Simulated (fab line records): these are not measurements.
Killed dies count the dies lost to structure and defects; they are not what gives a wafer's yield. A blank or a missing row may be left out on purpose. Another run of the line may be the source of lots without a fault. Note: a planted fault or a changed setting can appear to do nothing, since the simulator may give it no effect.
fab line records	flow gf180mcu
[record] lots = 24	wafers = 72	last_day = 34
route steps=602 shown M1@320 MIM@504 V5@541 TOP_METAL@572
lots that met no fault: from a run of the same line without faults
start_h: start of the lot's first displayed wafer, in hours after the record's first day	wait_h: how many hours have passed since the lot's step before this one	" repeats the value in the row above	L1.1+2: several wafers, shown together as one row	- value missing, or start not given	* or withheld: withheld	< > ~ a bound
route shown NAME@n: a module of which the file shows steps, and the number in the route of the first	usual: average and standard deviation across the fault-free wafers	same: alike in all rows	chamber/n: place in a boat	sites: each site's reading	_std_site: how widely they spread, as a standard deviation	_edge_site: outer sites' mean less inner sites'	radius_mm: for every site, how far away it sits from the centre of the wafer	mask NAME#n: copy n	behind: the tool/chamber that last shaped the wafer	hold: the reason the lot was held/the length of the hold in hours/how it ended	device: whichever transistor did not switch (one of n, p or np)	end of line: at the end of the route, the tests of the same wafers	step lacking rows: just its recipe	killed: count of dies lost to structure and defects at first sort (not the wafer's yield)	map: dies across one wafer; x = killed, . = not, _ = none there
set.NAME: the setting the step ran with; set.NAME@STEP: the setting that earlier step ran with	model.NAME: the simulator's own value behind a step, which no gauge read
route steps across a sampled set of lots; one table per step, one row per wafer
services: from which hour (start_h, from the record's first day; less than 0 if before it) a tool's chamber was out of use, for how many hours, and why
[[steps]]
[step GF_M1_RS_MEAS_05]
[recipe] thk_meas_gauge = four-point-probe	reads = TiN_of_M1_SPUTTER_04+Ti_of_M1_SPUTTER_03+AlCu_of_M1_SPUTTER_02+TiN_of_M1_SPUTTER_01+Ti_of_M1_SPUTTER_00
[usual] M1_ALCU_RS = 0.0694/0.001
lot.wafer	tool	chamber	start_h	wait_h	M1_ALCU_RS[ohm/sq]
L074.2	film_metro-03	-	356.10	0.0	0.0683
L074.3	"	-	"	"	0.0684
L074.4	"	-	"	"	0.0681
L075.2	film_metro-03	-	367.28	0.0	0.0712
L075.3	"	-	"	"	0.0692
L075.5	"	-	"	"	0.0715
L076.2	film_metro-04	-	401.73	0.0	0.0704
L076.5	"	-	"	"	0.0716
L076.6	"	-	"	"	0.0702
L077.1	film_metro-02	-	407.41	0.0	0.0679
L077.4	"	-	"	"	0.0693
L077.6	"	-	"	"	0.0691
L079.1	film_metro-02	-	408.29	0.0	0.0709
L079.4	"	-	"	"	0.0694
L079.6	"	-	"	"	0.0706
L078.1	film_metro-03	-	410.02	0.0	0.0685
L078.4	"	-	"	"	0.0679
L078.6	"	-	"	"	0.0695
L080.1	film_metro-04	-	416.60	0.0	0.0691
L080.4	"	-	"	"	0.0710
L080.6	"	-	"	"	0.0706
L081.3	film_metro-03	-	430.92	0.1	0.0698
L081.4	"	-	"	"	0.0701
L081.5	"	-	"	"	0.0705
L082.1	film_metro-04	-	435.42	0.0	0.0702
L082.2	"	-	"	"	0.0691
L082.3	"	-	"	"	0.0681
L083.1	film_metro-04	-	450.77	0.1	0.0690
L083.2	"	-	"	"	0.0668
L083.3	"	-	"	"	0.0674
L084.1	film_metro-03	-	462.20	0.0	0.0708
L084.5	"	-	"	"	0.0680
L084.6	"	-	"	"	0.0695
L085.1	film_metro-02	-	468.81	0.0	0.0683
L085.3	"	-	"	"	0.0699
L085.4	"	-	"	"	0.0678
L086.2	film_metro-03	-	470.04	0.0	0.0702
L086.4	"	-	"	"	0.0690
L086.5	"	-	"	"	0.0689
L087.2	film_metro-02	-	479.97	0.0	0.0707
L087.3	"	-	"	"	0.0679
L087.6	"	-	"	"	0.0698
L088.1	film_metro-02	-	497.03	0.0	0.0694
L088.2	"	-	"	"	0.0691
L088.5	"	-	"	"	0.0700
L089.2	film_metro-04	-	499.93	0.0	0.0690
L089.3	"	-	"	"	0.0702
L089.5	"	-	"	"	0.0690
L090.1	film_metro-04	-	509.21	0.0	0.0701
L090.2	"	-	"	"	0.0703
L090.3	"	-	"	"	0.0680
L091.2	film_metro-02	-	513.16	0.0	0.0686
L091.3	"	-	"	"	0.0695
L091.4	"	-	"	"	0.0705
L092.1	film_metro-02	-	521.75	0.0	0.0690
L092.2	"	-	"	"	0.0687
L092.4	"	-	"	"	0.0700
L093.4	film_metro-04	-	529.78	0.1	0.0693
L093.5	"	-	"	"	0.0693
L093.6	"	-	"	"	0.0680
L094.2	film_metro-04	-	540.70	0.0	0.0701
L094.4	"	-	"	"	0.0691
L094.6	"	-	"	"	0.0691
L095.1	film_metro-02	-	544.13	0.0	0.0692
L095.3	"	-	"	"	0.0686
L095.6	"	-	"	"	0.0706
L096.1	film_metro-04	-	552.57	0.0	0.0701
L096.2	"	-	"	"	0.0691
L096.5	"	-	"	"	0.0699
L097.1	film_metro-03	-	561.19	0.0	0.0695
L097.2	"	-	"	"	0.0709
L097.6	"	-	"	"	0.0714
[step GF_MIM_SPUTTER_01]
[recipe] material = TiN	target_thk_nm = 30	power_w = 6500	time_s = 25	chamber_pressure_pa = 0.4
[usual] throttle_valve_pct = 30.1/0.58
lot.wafer	tool	chamber	start_h	wait_h	throttle_valve_pct
L074.2	pvd_sputter-03	-	552.60	0.1	31.2
L074.3	"	-	"	"	30.8
L074.4	"	-	"	"	30.2
L075.2	pvd_sputter-03	-	563.49	0.1	30.3
L075.3	"	-	"	"	31.1
L075.5	"	-	"	"	31.0
L076.2	pvd_sputter-03	-	597.61	0.1	30.3
L076.5	"	-	"	"	30.1
L076.6	"	-	"	"	31.2
L077.1	pvd_sputter-04	-	601.41	0.1	30.3
L077.4	"	-	"	"	29.9
L077.6	"	-	"	"	29.8
L079.1	pvd_sputter-04	-	602.20	0.1	29.4
L079.4	"	-	"	"	30.3
L079.6	"	-	"	"	30.2
L078.1	pvd_sputter-01	-	604.04	0.1	29.8
L078.4	"	-	"	"	29.7
L078.6	"	-	"	"	29.9
L080.1	pvd_sputter-04	-	610.44	0.1	29.4
L080.4	"	-	"	"	30.5
L080.6	"	-	"	"	29.9
L081.3	pvd_sputter-04	-	622.96	0.1	30.4
L081.4	"	-	"	"	29.8
L081.5	"	-	"	"	30.5
L082.1	pvd_sputter-03	-	627.51	0.1	31.2
L082.2	"	-	"	"	30.3
L082.3	"	-	"	"	30.3
L083.1	pvd_sputter-04	-	640.52	0.1	29.8
L083.2	"	-	"	"	29.8
L083.3	"	-	"	"	30.2
L084.1	pvd_sputter-04	-	649.26	0.1	29.3
L084.5	"	-	"	"	29.3
L084.6	"	-	"	"	29.6
L085.1	pvd_sputter-01	-	655.16	0.1	29.9
L085.3	"	-	"	"	29.6
L085.4	"	-	"	"	30.0
L086.2	pvd_sputter-04	-	655.84	0.1	30.4
L086.4	"	-	"	"	29.6
L086.5	"	-	"	"	29.4
L087.2	pvd_sputter-04	-	664.45	0.1	29.2
L087.3	"	-	"	"	29.9
L087.6	"	-	"	"	30.3
L088.1	pvd_sputter-04	-	676.21	0.1	29.5
L088.2	"	-	"	"	30.3
L088.5	"	-	"	"	29.6
L089.2	pvd_sputter-03	-	680.20	0.1	31.1
L089.3	"	-	"	"	30.1
L089.5	"	-	"	"	31.2
L090.1	pvd_sputter-03	-	688.92	0.1	30.2
L090.2	"	-	"	"	31.0
L090.3	"	-	"	"	31.1
L091.2	pvd_sputter-04	-	691.28	0.1	30.0
L091.3	"	-	"	"	30.4
L091.4	"	-	"	"	29.9
L092.1	pvd_sputter-03	-	699.55	0.1	30.6
L092.2	"	-	"	"	31.1
L092.4	"	-	"	"	30.2
L093.4	pvd_sputter-01	-	706.26	0.1	30.0
L093.5	"	-	"	"	29.8
L093.6	"	-	"	"	30.1
L094.2	pvd_sputter-04	-	712.49	0.1	29.6
L094.4	"	-	"	"	30.1
L094.6	"	-	"	"	29.9
L095.1	pvd_sputter-03	-	716.69	0.1	30.2
L095.3	"	-	"	"	31.2
L095.6	"	-	"	"	31.2
L096.1	pvd_sputter-04	-	723.37	0.1	29.4
L096.2	"	-	"	"	29.5
L096.5	"	-	"	"	29.5
L097.1	pvd_sputter-04	-	731.14	0.1	29.4
L097.2	"	-	"	"	30.2
L097.6	"	-	"	"	29.7
[step GF_V5_THK_MEAS_01]
[recipe] reads = SiO2_of_V5_CVD_00
[usual] V5_CVD_00_THK = 297/4
lot.wafer	tool	chamber	start_h	wait_h	V5_CVD_00_THK[nm]
L074.2	film_metro-01	-	597.55	0.0	299
L074.3	"	-	"	"	298
L074.4	"	-	"	"	296
L075.2	film_metro-01	-	607.29	0.0	298
L075.3	"	-	"	"	299
L075.5	"	-	"	"	297
L076.2	film_metro-02	-	639.30	0.0	296
L076.5	"	-	"	"	298
L076.6	"	-	"	"	292
L077.1	film_metro-04	-	643.24	0.0	297
L077.4	"	-	"	"	293
L077.6	"	-	"	"	292
L079.1	film_metro-02	-	644.06	0.0	299
L079.4	"	-	"	"	301
L079.6	"	-	"	"	303
L078.1	film_metro-02	-	645.99	0.0	297
L078.4	"	-	"	"	301
L078.6	"	-	"	"	301
L080.1	film_metro-02	-	650.65	0.0	294
L080.4	"	-	"	"	295
L080.6	"	-	"	"	296
L081.3	film_metro-01	-	664.42	0.0	294
L081.4	"	-	"	"	292
L081.5	"	-	"	"	294
L082.1	film_metro-04	-	667.88	0.0	292
L082.2	"	-	"	"	296
L082.3	"	-	"	"	297
L083.1	film_metro-02	-	680.79	0.0	298
L083.2	"	-	"	"	300
L083.3	"	-	"	"	295
L084.1	film_metro-02	-	689.30	0.0	295
L084.5	"	-	"	"	297
L084.6	"	-	"	"	300
L085.1	film_metro-02	-	693.80	0.0	303
L085.3	"	-	"	"	297
L085.4	"	-	"	"	304
L086.2	film_metro-02	-	694.25	0.0	296
L086.4	"	-	"	"	290
L086.5	"	-	"	"	294
L087.2	film_metro-01	-	703.47	0.0	290
L087.3	"	-	"	"	300
L087.6	"	-	"	"	297
L088.1	film_metro-01	-	714.77	0.0	297
L088.2	"	-	"	"	300
L088.5	"	-	"	"	298
L089.2	film_metro-02	-	718.71	0.0	302
L089.3	"	-	"	"	298
L089.5	"	-	"	"	305
L090.1	film_metro-02	-	726.85	0.0	297
L090.2	"	-	"	"	301
L090.3	"	-	"	"	297
L091.2	film_metro-04	-	729.40	0.0	298
L091.3	"	-	"	"	301
L091.4	"	-	"	"	301
L092.1	film_metro-02	-	737.18	0.0	296
L092.2	"	-	"	"	295
L092.4	"	-	"	"	298
L093.4	film_metro-02	-	743.14	0.0	293
L093.5	"	-	"	"	285
L093.6	"	-	"	"	294
L094.2	film_metro-01	-	749.08	0.0	294
L094.4	"	-	"	"	295
L094.6	"	-	"	"	298
L095.1	film_metro-02	-	752.54	0.0	299
L095.3	"	-	"	"	291
L095.6	"	-	"	"	295
L096.1	film_metro-02	-	758.42	0.0	296
L096.2	"	-	"	"	291
L096.5	"	-	"	"	292
L097.1	film_metro-02	-	766.18	0.0	301
L097.2	"	-	"	"	298
L097.6	"	-	"	"	300
[step GF_V5_ETCH_16]
[recipe] chemistry = N2/H2	target_depth_a = withheld	overetch_a = withheld	time_s = withheld	target = BARC	ion_energy_ev = 200	source_w = 500	bias_w = 100	pressure_mtorr = 30	n2_flow_sccm = 100	h2_flow_sccm = 200
[usual] drypump_motor_current_A = 5.7/0.48	oes_product_au = 0.856/0.0043	throttle_valve_pct = 13.224/0.0092
lot.wafer	tool	chamber	start_h	wait_h	drypump_motor_current_A	oes_product_au	throttle_valve_pct
L074.2	rie_diel-01	0	618.46	0.0	6.5	0.849	13.229
L074.3	"	2	"	"	5.2	0.853	13.227
L074.4	"	3	"	"	5.0	0.851	13.217
L075.2	rie_diel-01	1	627.38	0.0	5.8	0.860	13.221
L075.3	"	0	"	"	6.5	0.851	13.224
L075.5	"	2	"	"	5.2	0.846	13.230
L076.2	rie_diel-04	3	659.09	0.0	5.9	0.857	13.222
L076.5	"	0	"	"	5.7	0.856	13.246
L076.6	"	1	"	"	5.2	0.860	13.222
L077.1	rie_diel-04	1	663.73	0.0	5.2	0.860	13.223
L077.4	"	3	"	"	5.9	0.859	13.216
L077.6	"	0	"	"	5.6	0.850	13.229
L079.1	rie_diel-01	3	664.46	0.0	5.0	0.857	13.224
L079.4	"	0	"	"	6.5	0.860	13.213
L079.6	"	0	"	"	6.5	0.861	13.221
L078.1	rie_diel-04	2	666.15	0.0	5.9	0.855	13.219
L078.4	"	0	"	"	5.7	0.859	13.229
L078.6	"	0	"	"	5.6	0.852	13.221
L080.1	rie_diel-03	2	671.11	0.0	6.2	0.860	13.228
L080.4	"	0	"	"	6.1	0.850	13.209
L080.6	"	3	"	"	5.3	0.853	13.223
L081.3	rie_diel-01	2	683.49	0.0	5.2	0.859	13.228
L081.4	"	1	"	"	5.8	0.856	13.217
L081.5	"	2	"	"	5.2	0.856	13.220
L082.1	rie_diel-04	1	687.81	0.0	5.2	0.859	13.227
L082.2	"	3	"	"	6.0	0.856	13.235
L082.3	"	0	"	"	5.6	0.849	13.242
L083.1	rie_diel-01	0	700.48	0.0	6.5	0.861	13.218
L083.2	"	1	"	"	5.8	0.858	13.222
L083.3	"	3	"	"	5.0	0.858	13.237
L084.1	rie_diel-03	3	709.73	0.0	5.3	0.857	13.222
L084.5	"	2	"	"	6.2	0.859	13.223
L084.6	"	1	"	"	5.5	0.862	13.233
L085.1	rie_diel-01	2	713.06	0.0	5.2	0.862	13.249
L085.3	"	1	"	"	5.8	0.858	13.225
L085.4	"	0	"	"	6.6	0.856	13.220
L086.2	rie_diel-03	3	713.71	0.0	5.3	0.845	13.248
L086.4	"	0	"	"	6.1	0.851	13.217
L086.5	"	2	"	"	6.2	0.859	13.216
L087.2	rie_diel-01	0	722.19	0.0	6.6	0.844	13.222
L087.3	"	3	"	"	5.0	0.860	13.227
L087.6	"	3	"	"	5.0	0.855	13.227
L088.1	rie_diel-04	2	733.16	0.0	5.9	0.857	13.231
L088.2	"	0	"	"	5.6	0.863	13.222
L088.5	"	2	"	"	5.9	0.853	13.221
L089.2	rie_diel-04	1	737.01	0.0	5.1	0.856	13.233
L089.3	"	2	"	"	5.9	0.855	13.218
L089.5	"	0	"	"	5.6	0.853	13.230
L090.1	rie_diel-03	2	744.14	0.0	6.2	0.859	13.205
L090.2	"	1	"	"	5.5	0.853	13.227
L090.3	"	3	"	"	5.3	0.858	13.225
L091.2	rie_diel-04	0	747.78	0.0	5.7	0.857	13.222
L091.3	"	1	"	"	5.2	0.854	13.216
L091.4	"	3	"	"	6.0	0.853	13.223
L092.1	rie_diel-04	1	755.06	0.0	5.1	0.854	13.233
L092.2	"	3	"	"	6.0	0.853	13.206
L092.4	"	2	"	"	5.9	0.853	13.232
L093.4	rie_diel-01	0	760.56	0.0	6.5	0.858	13.231
L093.5	"	2	"	"	5.1	0.861	13.213
L093.6	"	1	"	"	5.8	0.852	13.223
L094.2	rie_diel-01	0	766.86	0.0	6.5	0.858	13.233
L094.4	"	1	"	"	5.8	0.856	13.237
L094.6	"	3	"	"	5.0	0.859	13.231
L095.1	rie_diel-01	3	769.11	0.0	5.0	0.855	13.229
L095.3	"	2	"	"	5.2	0.859	13.211
L095.6	"	2	"	"	5.1	0.856	13.227
L096.1	rie_diel-04	3	775.64	0.0	5.9	0.859	13.227
L096.2	"	1	"	"	5.2	0.858	13.206
L096.5	"	2	"	"	5.9	0.845	13.213
L097.1	rie_diel-01	1	782.34	0.0	5.8	0.843	13.227
L097.2	"	3	"	"	5.0	0.860	13.229
L097.6	"	2	"	"	5.2	0.852	13.209
[step GF_TOP_METAL_RS_MEAS_05]
[recipe] thk_meas_gauge = four-point-probe	reads = TiN_of_TOP_METAL_SPUTTER_04+Ti_of_TOP_METAL_SPUTTER_03+AlCu_of_TOP_METAL_SPUTTER_02+TiN_of_TOP_METAL_SPUTTER_01+Ti_of_TOP_METAL_SPUTTER_00
[usual] TOP_METAL_ALCU_RS = 0.0329/0.00039
lot.wafer	tool	chamber	start_h	wait_h	TOP_METAL_ALCU_RS[ohm/sq]
L074.2	film_metro-02	-	620.08	0.0	0.0323
L074.3	"	-	"	"	0.0325
L074.4	"	-	"	"	0.0324
L075.2	film_metro-03	-	629.00	0.0	0.0329
L075.3	"	-	"	"	0.0328
L075.5	"	-	"	"	0.0332
L076.2	film_metro-02	-	660.72	0.0	0.0337
L076.5	"	-	"	"	0.0338
L076.6	"	-	"	"	0.0338
L077.1	film_metro-01	-	665.34	0.0	0.0330
L077.4	"	-	"	"	0.0327
L077.6	"	-	"	"	0.0330
L079.1	film_metro-01	-	666.12	0.0	0.0330
L079.4	"	-	"	"	0.0326
L079.6	"	-	"	"	0.0325
L078.1	film_metro-02	-	667.78	0.0	0.0333
L078.4	"	-	"	"	0.0331
L078.6	"	-	"	"	0.0329
L080.1	film_metro-02	-	672.72	0.0	0.0333
L080.4	"	-	"	"	0.0327
L080.6	"	-	"	"	0.0329
L081.3	film_metro-02	-	685.17	0.1	0.0325
L081.4	"	-	"	"	0.0326
L081.5	"	-	"	"	0.0326
L082.1	film_metro-03	-	689.47	0.0	0.0330
L082.2	"	-	"	"	0.0332
L082.3	"	-	"	"	0.0329
L083.1	film_metro-03	-	702.11	0.0	0.0332
L083.2	"	-	"	"	0.0326
L083.3	"	-	"	"	0.0330
L084.1	film_metro-02	-	711.37	0.0	0.0338
L084.5	"	-	"	"	0.0335
L084.6	"	-	"	"	0.0334
L085.1	film_metro-03	-	714.69	0.0	0.0326
L085.3	"	-	"	"	0.0334
L085.4	"	-	"	"	0.0327
L086.2	film_metro-03	-	715.37	0.0	0.0331
L086.4	"	-	"	"	0.0327
L086.5	"	-	"	"	0.0327
L087.2	film_metro-02	-	723.82	0.0	0.0331
L087.3	"	-	"	"	0.0334
L087.6	"	-	"	"	0.0330
L088.1	film_metro-02	-	734.79	0.0	0.0321
L088.2	"	-	"	"	0.0328
L088.5	"	-	"	"	0.0326
L089.2	film_metro-01	-	738.64	0.0	0.0329
L089.3	"	-	"	"	0.0328
L089.5	"	-	"	"	0.0330
L090.1	film_metro-01	-	745.97	0.0	0.0330
L090.2	"	-	"	"	0.0329
L090.3	"	-	"	"	0.0327
L091.2	film_metro-02	-	749.46	0.0	0.0329
L091.3	"	-	"	"	0.0329
L091.4	"	-	"	"	0.0332
L092.1	film_metro-01	-	756.66	0.0	0.0330
L092.2	"	-	"	"	0.0321
L092.4	"	-	"	"	0.0325
L093.4	film_metro-01	-	762.47	0.1	0.0337
L093.5	"	-	"	"	0.0324
L093.6	"	-	"	"	0.0335
L094.2	film_metro-01	-	768.52	0.0	0.0330
L094.4	"	-	"	"	0.0332
L094.6	"	-	"	"	0.0330
L095.1	film_metro-03	-	770.78	0.0	0.0325
L095.3	"	-	"	"	0.0327
L095.6	"	-	"	"	0.0327
L096.1	film_metro-03	-	777.27	0.0	0.0329
L096.2	"	-	"	"	0.0328
L096.5	"	-	"	"	0.0327
L097.1	film_metro-02	-	783.98	0.0	0.0325
L097.2	"	-	"	"	0.0332
L097.6	"	-	"	"	0.0330
[step GF_TOP_METAL_CD_MEAS_14]
[recipe] target_cd_nm = 440
[usual] cd_nm = 440.6/2.5
lot.wafer	tool	chamber	start_h	wait_h	cd_nm
L074.2	cd_sem-01	-	639.40	0.1	437.3
L074.3	"	-	"	"	436.4
L074.4	"	-	"	"	435.8
L075.2	cd_sem-02	-	648.61	0.1	441.5
L075.3	"	-	"	"	442.9
L075.5	"	-	"	"	442.0
L076.2	cd_sem-01	-	679.72	0.1	439.1
L076.5	"	-	"	"	437.0
L076.6	"	-	"	"	438.4
L077.1	cd_sem-01	-	683.85	0.1	441.2
L077.4	"	-	"	"	442.8
L077.6	"	-	"	"	439.8
L079.1	cd_sem-02	-	684.74	0.1	439.2
L079.4	"	-	"	"	439.8
L079.6	"	-	"	"	442.4
L078.1	cd_sem-02	-	686.39	0.1	437.1
L078.4	"	-	"	"	438.8
L078.6	"	-	"	"	437.0
L080.1	cd_sem-01	-	691.63	0.1	439.4
L080.4	"	-	"	"	435.7
L080.6	"	-	"	"	440.2
L081.3	cd_sem-02	-	704.04	0.1	438.0
L081.4	"	-	"	"	437.7
L081.5	"	-	"	"	437.8
L082.1	cd_sem-02	-	708.87	0.2	444.0
L082.2	"	-	"	"	445.5
L082.3	"	-	"	"	442.5
L083.1	cd_sem-02	-	719.74	0.1	440.9
L083.2	"	-	"	"	440.8
L083.3	"	-	"	"	440.9
L084.1	cd_sem-01	-	729.12	0.1	439.1
L084.5	"	-	"	"	440.7
L084.6	"	-	"	"	439.3
L085.1	cd_sem-01	-	731.84	0.1	438.2
L085.3	"	-	"	"	439.2
L085.4	"	-	"	"	440.7
L086.2	cd_sem-01	-	732.76	0.1	443.6
L086.4	"	-	"	"	445.4
L086.5	"	-	"	"	444.3
L087.2	cd_sem-01	-	741.12	0.1	440.6
L087.3	"	-	"	"	442.0
L087.6	"	-	"	"	440.6
L088.1	cd_sem-02	-	752.02	0.1	441.3
L088.2	"	-	"	"	444.4
L088.5	"	-	"	"	443.0
L089.2	cd_sem-02	-	756.11	0.1	444.0
L089.3	"	-	"	"	447.1
L089.5	"	-	"	"	446.2
L090.1	cd_sem-02	-	761.64	0.1	440.8
L090.2	"	-	"	"	440.8
L090.3	"	-	"	"	439.0
L091.2	cd_sem-02	-	765.94	0.1	441.5
L091.3	"	-	"	"	441.5
L091.4	"	-	"	"	440.8
L092.1	cd_sem-01	-	772.82	0.1	440.3
L092.2	"	-	"	"	438.5
L092.4	"	-	"	"	439.3
L093.4	cd_sem-01	-	778.23	0.1	442.7
L093.5	"	-	"	"	442.2
L093.6	"	-	"	"	442.8
L094.2	cd_sem-01	-	784.40	0.1	437.8
L094.4	"	-	"	"	441.3
L094.6	"	-	"	"	439.5
L095.1	cd_sem-01	-	786.55	0.1	440.0
L095.3	"	-	"	"	440.6
L095.6	"	-	"	"	438.8
L096.1	cd_sem-02	-	791.80	0.1	442.6
L096.2	"	-	"	"	443.9
L096.5	"	-	"	"	440.8
L097.1	cd_sem-02	-	799.07	0.1	442.0
L097.2	"	-	"	"	442.6
L097.6	"	-	"	"	442.6
[[services]]
tool	chamber	start_h	hours	kind
rie_diel-03	2	546.30	4.9	repair
rie_diel-01	3	547.86	1.3	repair
rie_diel-04	0	572.17	3.1	repair
rie_diel-04	2	576.96	14.7	repair
rie_diel-01	3	581.87	11.9	repair
rie_diel-04	-	589.68	0.9	repair
pvd_sputter-04	-	593.23	0.8	repair
rie_diel-03	3	595.80	11.5	repair
rie_diel-04	2	603.08	2.4	repair
rie_diel-03	0	638.45	8.8	repair
pvd_sputter-04	-	650.40	0.8	repair
rie_diel-01	1	662.57	1.7	repair
pvd_sputter-01	-	667.28	1.5	repair
pvd_sputter-01	-	682.94	19.3	repair
pvd_sputter-04	0	688.27	-	consumable_replace:kit
pvd_sputter-04	0	688.27	18.0	scheduled_down
pvd_sputter-04	0	688.27	18.0	vent_cycle
pvd_sputter-04	-	697.68	1.8	repair
pvd_sputter-01	-	700.36	5.5	repair
rie_diel-01	1	702.13	9.3	repair
rie_diel-04	-	706.41	4.3	pm
rie_diel-04	-	711.27	6.7	repair
pvd_sputter-03	-	769.91	5.2	repair
pvd_sputter-04	-	774.43	3.2	repair
[[key]]
fault none
